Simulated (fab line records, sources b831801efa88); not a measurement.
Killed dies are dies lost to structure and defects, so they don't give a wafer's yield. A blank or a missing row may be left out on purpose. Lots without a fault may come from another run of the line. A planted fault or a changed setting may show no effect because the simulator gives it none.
fab line records | flow sky130
record lots=6 wafers=18 last_day=50
route steps=708 shown VIA3@590 METAL4@598 CAP2M@603 PAD_OPEN@708
lots that met no fault: from a run of the same line without faults
start_h: hours from the record's first day to the start of the lot's first wafer shown | wait_h: hours since the lot's step before | " the same as in the row above | L1.1+2: a row that stands for several wafers | - no value, or no start given | * or withheld: withheld | < > ~ a bound
route shown NAME@n: a module of which the file shows steps, and the number in the route of the first | usual: mean/standard deviation of fault-free wafers | same: alike in all rows | chamber/n: place in a boat | sites: the reading at each site | _std_site: their standard deviation | _edge_site: outer sites' mean less inner sites' | radius_mm: how far each site lies from the wafer's centre | mask NAME#n: copy n | behind: the tool/chamber that last shaped the wafer | hold: why the lot was held/for how many hours/how that ended | device: the transistor (n, p or np) that didn't switch | end of line: the same wafers' tests at the end of the route | a step without rows: its recipe alone | killed: dies lost to structure and defects at the first sort, not the wafer's yield | map: a wafer's dies, x killed, . not, _ none there
set.NAME: the setting as run; set.NAME@STEP: as run at that earlier step | model.NAME: the simulator's own value behind a step, which no gauge read
lots at some steps of the route; a table a step, a row a wafer
services: from which hour (start_h, from the record's first day; less than 0 if before it) a tool's chamber was out of use, for how many hours, and why
## steps
# step SKY_VIA3_STRIP_17
# recipe chemistry=post_etch_residue_remover time_s=1200 temp_c=72.5
# step SKY_VIA3_CLEAN_18
# recipe chemistry=IPA time_s=180 temp_c=25
# step SKY_VIA3_CLEAN_19
# recipe chemistry=O3/DIW dry=n2_spin
# step SKY_VIA3_SPUTTER_20
# recipe material=TiN target_thk_nm=20 chamber_pressure_pa=5 power_w=4000 time_s=80
# step SKY_VIA3_CVD_21
# recipe material=W target_thk_nm=390 time_s=117.31 temp_c=400 pressure_torr=40
# step SKY_VIA3_RS_MEAS_22
# recipe thk_meas_gauge=four-point-probe reads=W_of_VIA3_CVD_21+TiN_of_VIA3_SPUTTER_20
# usual VIA3_W_RS=0.296/0.005
# columns lot.wafer tool chamber start_h wait_h VIA3_W_RS[ohm/sq]
L126.1 film_metro-03 - 923.05 0.1 0.303
L126.3 " - " " 0.302
L126.4 " - " " 0.294
L132.3 film_metro-01 - 968.70 0.1 0.299
L132.4 " - " " 0.295
L132.5 " - " " 0.300
L140.1 film_metro-01 - 1024.80 0.1 0.296
L140.4 " - " " 0.296
L140.5 " - " " 0.298
L141.1 film_metro-03 - 1034.25 0.1 0.299
L141.2 " - " " 0.293
L141.3 " - " " 0.301
L142.2 film_metro-01 - 1040.17 0.1 0.300
L142.4 " - " " 0.299
L142.6 " - " " 0.296
L149.1 film_metro-02 - 1081.20 0.1 0.287
L149.4 " - " " 0.284
L149.5 " - " " 0.296
# step SKY_VIA3_THK_MEAS_23
# recipe thk_meas_gauge=xrf reads=W_of_VIA3_CVD_21
# usual VIA3_W_THK=388/7.6
# columns lot.wafer tool chamber start_h wait_h VIA3_W_THK[nm]
L126.1 film_metro-03 - 923.17 0.1 379
L126.3 " - " " 382
L126.4 " - " " 391
L132.3 film_metro-01 - 968.80 0.1 387
L132.4 " - " " 392
L132.5 " - " " 387
L140.1 film_metro-01 - 1024.92 0.1 389
L140.4 " - " " 387
L140.5 " - " " 383
L141.1 film_metro-03 - 1034.37 0.1 381
L141.2 " - " " 389
L141.3 " - " " 382
L142.2 film_metro-01 - 1040.28 0.1 386
L142.4 " - " " 391
L142.6 " - " " 392
L149.1 film_metro-02 - 1081.32 0.1 393
L149.4 " - " " 398
L149.5 " - " " 382
# step SKY_VIA3_CMP_24
# recipe stop_on=SiO2 t_overpolish_s=20 down_force_psi=3.5 platen_rpm=60 target_thk_nm=0 pad_velocity_m_s=0.94248
# usual motor_current_A=10.9/1.4 overpolish_run_s=19.999/0.008 time_to_endpoint_s=92/3.7
# columns lot.wafer tool chamber start_h wait_h motor_current_A overpolish_run_s time_to_endpoint_s
L126.3 cmp-02 1 923.23 0.0 14.3 20.007 88
L126.4 " 3 " " 9.6 19.994 86
L126.1 " 0 " " 13.8 19.999 85
L132.4 cmp-02 3 968.89 0.1 9.8 19.986 84
L132.3 " 1 " " 13.7 19.989 86
L132.5 " 2 " " 10.5 19.999 86
L140.1 cmp-01 1 1024.98 0.1 9.5 20.002 92
L140.4 " 3 " " 11.0 19.999 92
L140.5 " 1 " " 9.3 19.992 95
L141.1 cmp-01 3 1034.43 0.1 11.0 20.000 91
L141.2 " 0 " " 10.6 19.997 89
L141.3 " 1 " " 9.1 20.015 91
L142.2 cmp-01 3 1040.43 0.1 10.6 19.988 92
L142.4 " 0 " " 11.1 20.001 90
L142.6 " 2 " " 10.8 19.992 91
L149.4 cmp-01 0 1081.43 0.1 11.0 19.991 92
L149.1 " 2 " " 11.4 20.008 93
L149.5 " 3 " " 10.3 20.000 96
# step SKY_METAL4_SPUTTER_00
# recipe material=Ti target_thk_nm=15 power_w=3000 time_s=10 chamber_pressure_pa=0.4
# usual throttle_valve_pct=30.1/0.98
# columns lot.wafer tool chamber start_h wait_h throttle_valve_pct
L126.1 pvd_sputter-03 - 923.53 0.1 30.0
L126.3 " - " " 31.4
L126.4 " - " " 29.5
L132.3 pvd_sputter-01 - 969.14 0.1 30.0
L132.4 " - " " 31.7
L132.5 " - " " 29.9
L140.1 pvd_sputter-04 - 1025.28 0.2 28.1
L140.4 " - " " 28.7
L140.5 " - " " 31.2
L141.1 pvd_sputter-03 - 1034.73 0.2 29.5
L141.2 " - " " 31.4
L141.3 " - " " 30.2
L142.2 pvd_sputter-03 - 1040.63 0.1 29.4
L142.4 " - " " 30.0
L142.6 " - " " 29.3
L149.1 pvd_sputter-04 - 1081.68 0.1 30.2
L149.4 " - " " 28.3
L149.5 " - " " 30.8
# step SKY_METAL4_SPUTTER_01
# recipe material=TiN target_thk_nm=20 power_w=6500 time_s=16.7 chamber_pressure_pa=0.4
# step SKY_METAL4_SPUTTER_02
# recipe material=AlCu target_thk_nm=735 power_w=10600 time_s=39.1 chamber_pressure_pa=0.4
# usual throttle_valve_pct=30.1/0.96
# columns lot.wafer tool chamber start_h wait_h throttle_valve_pct
L126.1 pvd_sputter-03 - 923.58 0.0 29.9
L126.3 " - " " 31.3
L126.4 " - " " 29.2
L132.3 pvd_sputter-01 - 969.19 0.0 29.7
L132.4 " - " " 31.5
L132.5 " - " " 29.3
L140.1 pvd_sputter-04 - 1025.32 0.0 28.4
L140.4 " - " " 28.8
L140.5 " - " " 31.3
L141.1 pvd_sputter-03 - 1034.78 0.0 29.5
L141.2 " - " " 31.5
L141.3 " - " " 29.8
L142.2 pvd_sputter-03 - 1040.67 0.0 29.2
L142.4 " - " " 29.7
L142.6 " - " " 29.5
L149.1 pvd_sputter-04 - 1081.73 0.0 30.4
L149.4 " - " " 28.4
L149.5 " - " " 30.1
# step SKY_METAL4_SPUTTER_03
# recipe material=Ti target_thk_nm=5 power_w=3000 time_s=3.3 chamber_pressure_pa=0.4
# usual throttle_valve_pct=30.1/0.99
# columns lot.wafer tool chamber start_h wait_h throttle_valve_pct
L126.1 pvd_sputter-03 - 923.61 0.0 29.8
L126.3 " - " " 31.0
L126.4 " - " " 29.3
L132.3 pvd_sputter-01 - 969.23 0.0 29.9
L132.4 " - " " 31.4
L132.5 " - " " 29.6
L140.1 pvd_sputter-04 - 1025.36 0.0 28.2
L140.4 " - " " 28.7
L140.5 " - " " 31.2
L141.1 pvd_sputter-03 - 1034.82 0.0 29.2
L141.2 " - " " 31.2
L141.3 " - " " 30.1
L142.2 pvd_sputter-03 - 1040.71 0.0 29.3
L142.4 " - " " 30.0
L142.6 " - " " 29.1
L149.1 pvd_sputter-04 - 1081.77 0.0 30.3
L149.4 " - " " 28.3
L149.5 " - " " 30.3
# step SKY_METAL4_SPUTTER_04
# recipe material=TiN target_thk_nm=70 power_w=6500 time_s=58.3 chamber_pressure_pa=0.4
# usual throttle_valve_pct=30.1/0.99
# columns lot.wafer tool chamber start_h wait_h throttle_valve_pct model.TiN_of_METAL4_SPUTTER_04.thk_nm
L126.1 pvd_sputter-03 - 923.63 0.0 30.1 69
L126.3 " - " " 31.4 70.48
L126.4 " - " " 29.6 69.53
L132.3 pvd_sputter-01 - 969.25 0.0 29.8 71.11
L132.4 " - " " 31.6 70.41
L132.5 " - " " 29.9 71.17
L140.1 pvd_sputter-04 - 1025.38 0.0 28.3 69.84
L140.4 " - " " 28.7 70.64
L140.5 " - " " 31.2 69.22
L141.1 pvd_sputter-03 - 1034.84 0.0 29.7 59.84
L141.2 " - " " 31.4 61.46
L141.3 " - " " 29.8 60.23
L142.2 pvd_sputter-03 - 1040.73 0.0 29.2 60.53
L142.4 " - " " 30.0 60.86
L142.6 " - " " 29.2 60.66
L149.1 pvd_sputter-04 - 1081.79 0.0 30.5 68.98
L149.4 " - " " 28.0 68.73
L149.5 " - " " 30.6 68.65
# step SKY_CAP2M_CVD_00
# recipe material=SiO2 target_thk_nm=15.5 temp_c=400 time_s=withheld rf_w=450
# usual heater_power_w=726/99
# columns lot.wafer tool chamber start_h wait_h heater_power_w
L126.1 pecvd-01 2 923.68 0.0 776
L126.3 " 0 " " 751
L126.4 " 0 " " 761
L132.3 pecvd-04 2 969.30 0.0 711
L132.4 " 1 " " 722
L132.5 " 0 " " 818
L140.1 pecvd-04 0 1025.43 0.0 934
L140.4 " 2 " " 703
L140.5 " 1 " " 712
L141.1 pecvd-02 0 1034.89 0.0 608
L141.2 " 2 " " 656
L141.3 " 0 " " 629
L142.2 pecvd-02 0 1040.78 0.0 668
L142.4 " 2 " " 539
L142.6 " 0 " " 660
L149.1 pecvd-01 2 1081.84 0.0 865
L149.4 " 1 " " 661
L149.5 " 2 " " 851
# step SKY_PAD_OPEN_PROBE_99
# usual defect_limited_yield=82.5/1.8 killed_at_M0_to_M3=42/6.6 killed_at_M4_up=3.0/1.8 killed_at_contacts=25/5.1 killed_at_front_end=15/4.4 killed_at_other=0.3/0.56 killed_dies=86/8.6 killed_open=47/6.9 killed_short=38/6 sort_bin_3_pad_short=0.8/0.42 sort_bin_5_function=10.6/1.5 sort_bin_6_memory=6.1/1.1 sort_n_pass=406/8.6 sort_yield_pct=82.5/1.8
# same gross_dies=492 killed_at_back_side=0 sort_bin_4_leakage[%]=0 sort_bin_8_speed[%]=0
# columns lot.wafer tool chamber start_h wait_h defect_limited_yield[%] killed_at_M0_to_M3 killed_at_M4_up killed_at_contacts killed_at_front_end killed_at_other killed_dies killed_open killed_short sort_bin_3_pad_short[%] sort_bin_5_function[%] sort_bin_6_memory[%] sort_n_pass sort_yield_pct[%]
L132.3 prober-01 - 1107.28 0.2 80.3 51 6 17 23 0 97 56 41 1.2 11.4 7.1 395 80.3
L132.4 prober-01 - 1107.33 0.2 81.5 45 4 20 22 0 91 54 37 0.4 12.0 6.1 401 81.5
L132.5 prober-01 - 1107.38 0.2 83.5 42 0 24 15 0 81 49 32 0.6 9.6 6.3 411 83.5
L140.1 prober-01 - 1154.08 0.1 81.7 47 6 17 20 0 90 46 43 0.8 11.2 6.3 402 81.7
L140.4 prober-01 - 1154.23 0.2 82.5 47 4 20 15 0 86 49 36 0.6 10.6 6.3 406 82.5
L140.5 prober-01 - 1154.28 0.2 81.5 58 5 14 12 2 91 45 43 1.2 11.4 5.9 401 81.5
L141.1 prober-02 - 1161.88 0.1 80.7 46 3 19 27 0 95 51 44 0.8 13.2 5.3 397 80.7
L141.2 prober-02 - 1161.93 0.1 85.4 32 1 16 23 0 72 40 32 0.8 10.0 3.9 420 85.4
L141.3 prober-02 - 1161.98 0.2 80.7 45 4 22 24 0 95 55 40 1.2 11.2 6.9 397 80.7
L142.2 prober-01 - 1166.04 0.1 83.5 35 0 30 16 0 81 42 39 1.0 11.4 4.1 411 83.5
L142.4 prober-01 - 1166.14 0.2 81.5 48 3 31 9 0 91 47 44 0.6 11.6 6.3 401 81.5
L142.6 prober-01 - 1166.24 0.2 81.9 40 2 33 14 0 89 49 39 0.8 12.6 4.7 403 81.9
# killed by level:class
L132.3 VIA1:geometric_particle:open=10 VIA2:geometric_particle:open=9 VIA3:geometric_particle:open=9 CONTACT:geometric_particle:open=6 METAL2:geometric_particle:short=6 METAL4:geometric_particle:short=5 FIELD_ISO:geometric_particle:open=4 POLY_GATE:geometric_particle:open=4
L132.4 VIA1:geometric_particle:open=17 VIA1:geometric_particle:short=8 CONTACT:geometric_particle:open=6 FIELD_ISO:geometric_particle:open=5 VIA3:geometric_particle:open=5 LI_CONTACT:geometric_particle:open=5 POLY_GATE:geometric_particle:open=4 METAL1:geometric_particle:open=4
L132.5 LI_CONTACT:geometric_particle:open=11 VIA1:geometric_particle:open=10 CONTACT:geometric_particle:open=8 METAL2:geometric_particle:short=8 VIA2:geometric_particle:open=6 METAL1:geometric_particle:short=6 VIA1:geometric_particle:short=5 FIELD_ISO:geometric_particle:open=4
L140.1 VIA1:geometric_particle:open=8 CONTACT:geometric_particle:open=7 VIA2:geometric_particle:open=7 FIELD_ISO:geometric_particle:open=6 LI_CONTACT:geometric_particle:open=6 VIA1:geometric_particle:short=5 METAL1:geometric_particle:short=5 METAL2:geometric_particle:short=5
L140.4 VIA1:geometric_particle:open=12 CONTACT:geometric_particle:open=9 METAL1:geometric_particle:short=9 VIA1:geometric_particle:short=7 VIA3:geometric_particle:open=7 LI_CONTACT:geometric_particle:open=6 POLY_GATE:geometric_particle:short=5 VIA2:geometric_particle:open=4
L140.5 VIA1:geometric_particle:open=11 CONTACT:geometric_particle:open=7 METAL2:geometric_particle:short=7 VIA1:geometric_particle:short=7 METAL3:geometric_particle:short=7 VIA3:geometric_particle:open=6 VIA2:geometric_particle:open=6 POLY_GATE:geometric_particle:open=5
L141.1 VIA1:geometric_particle:open=10 VIA2:geometric_particle:open=9 CONTACT:geometric_particle:open=8 FIELD_ISO:geometric_particle:short=7 VIA3:geometric_particle:open=7 POLY_GATE:geometric_particle:short=6 FIELD_ISO:geometric_particle:open=5 LI_CONTACT:geometric_particle:open=4
L141.2 FIELD_ISO:geometric_particle:open=7 VIA1:geometric_particle:open=7 POLY_GATE:geometric_particle:open=6 FIELD_ISO:geometric_particle:short=4 LI_CONTACT:geometric_particle:open=4 METAL3:geometric_particle:short=4 CONTACT:geometric_particle:open=4 VIA1:geometric_particle:short=4
L141.3 VIA1:geometric_particle:open=17 CONTACT:geometric_particle:open=11 POLY_GATE:geometric_particle:short=8 LI_CONTACT:geometric_particle:open=8 FIELD_ISO:geometric_particle:short=6 METAL2:geometric_particle:short=6 VIA3:geometric_particle:short=5 FIELD_ISO:geometric_particle:open=4
L142.2 VIA1:geometric_particle:open=11 CONTACT:geometric_particle:short=8 CONTACT:geometric_particle:open=7 LI_CONTACT:geometric_particle:open=6 LOCAL_INTERCONNECT:geometric_particle:short=6 POLY_GATE:geometric_particle:open=5 METAL1:geometric_particle:short=5 VIA2:geometric_particle:open=5
L142.4 CONTACT:geometric_particle:open=16 VIA1:geometric_particle:open=15 VIA1:geometric_particle:short=12 VIA3:geometric_particle:open=6 LI_CONTACT:geometric_particle:short=5 METAL2:geometric_particle:short=5 LI_CONTACT:geometric_particle:open=4 FIELD_ISO:geometric_particle:open=3
L142.6 VIA1:geometric_particle:open=13 CONTACT:geometric_particle:open=11 VIA3:geometric_particle:open=8 VIA1:geometric_particle:short=7 LI_CONTACT:geometric_particle:open=6 LI_CONTACT:geometric_particle:short=6 CONTACT:geometric_particle:short=6 POLY_GATE:geometric_particle:short=5
## services
# columns tool chamber start_h hours kind
pecvd-02 - 902.48 0.9 repair
pecvd-04 1 902.56 23.6 repair
cmp-01 - 912.20 4.0 pm
pvd_sputter-03 - 916.19 1.5 repair
cmp-02 - 916.20 6.6 pm
cmp-01 - 923.05 3.1 repair
pvd_sputter-03 1 934.41 - consumable_replace:kit
pvd_sputter-03 1 934.41 18.0 scheduled_down
pvd_sputter-03 1 934.41 18.0 vent_cycle
pvd_sputter-01 - 935.25 5.0 repair
cmp-01 - 962.90 0.2 repair
pecvd-04 2 980.88 10.6 repair
cmp-01 - 985.25 2.0 repair
cmp-02 - 988.66 7.7 pm
pvd_sputter-04 - 991.57 2.5 repair
cmp-01 - 1000.42 2.7 repair
pecvd-04 1 1011.98 8.4 repair
pecvd-02 1 1032.40 1.9 repair
cmp-01 - 1064.12 0.5 repair
pvd_sputter-03 0 1068.17 - consumable_replace:kit
cmp-02 - 1073.41 4.1 repair
cmp-01 - 1077.42 0.2 repair
pecvd-02 - 1079.16 0.4 repair
pecvd-02 - 1080.93 5.5 pm
## key
first_sign none at tools or gauges
model_effect step=SKY_METAL4_SPUTTER_04 value=TiN_of_METAL4_SPUTTER_04.thk_nm without=69.18 struck=60.6
met_at SKY_METAL4_SPUTTER_04
struck_wafers L141.1,L141.2,L141.3,L142.2,L142.4,L142.6
onset_between 923.63 1034.84
also_fits SKY_METAL4_SPUTTER_00:pvd_sputter-03,SKY_METAL4_SPUTTER_02:pvd_sputter-03,SKY_METAL4_SPUTTER_03:pvd_sputter-03
fault kind=process_parameter_drift tool=pvd_sputter-03 chamber=- onset_h=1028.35 steps=SKY_METAL4_SPUTTER_04 channel=time_s offset=* shape=step end_h=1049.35 acts_in=* stated=*
